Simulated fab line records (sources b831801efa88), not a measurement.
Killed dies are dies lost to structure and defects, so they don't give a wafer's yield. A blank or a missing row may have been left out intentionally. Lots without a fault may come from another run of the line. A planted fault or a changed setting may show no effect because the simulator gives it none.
Matching of chambers    flow gf180mcu    GF_CONTACT_CMP_27 on cmp-01: 4 sister chambers
The step polishes, stops on SiO2, t overpolish 15 s, target thk 0 nm. 4 wafers are shown with their chamber, then 7 later ones without.

EACH WAFER AND ITS CHAMBER
wafer   chamber  overpolish-run-s (s)
L327.5  3        15.011
L328.5  2        14.988
L331.1  0        15.001
L331.3  1        15.004

WAFERS WITHOUT THEIR CHAMBER
wafer   overpolish-run-s (s)
L331.5  15.006
L342.1  15.003
L342.2  15.007
L342.5  14.999
L343.1  14.996
L343.2  14.997
L343.4  15.017

WHICH CHAMBER EACH ONE RAN IN
wafer   from the rows above           in truth
L331.5  can't be placed: 1 or 3 or 0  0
L342.1  can't be placed: 1 or 0 or 3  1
L342.2  can't be placed: 1 or 3 or 0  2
L342.5  can't be placed: 0 or 1       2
L343.1  can't be placed: 0 or 1 or 2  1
L343.2  can't be placed: 0 or 1 or 2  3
L343.4  can't be placed: 3 or 1       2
Correctly placed: 0 of 7. Cannot be placed on the basis of these rows: 7; the candidates contain the true chamber in 3. 0 placed wrongly.
How it was worked out, from the rows above alone: a wafer's distance from a chamber is the root of the sum, over the readings, of the square of ((its reading less the chamber's mean) divided by the reading's scatter). If the next closest chamber is less than 2 further off than the closest, the wafer can't be placed; otherwise it belongs to the closest. A chamber's mean is the mean of its shown wafers. The scatter (one wafer shown for each chamber): square how far every hidden wafer sits from the nearest shown wafer, average those squares and take the square root.
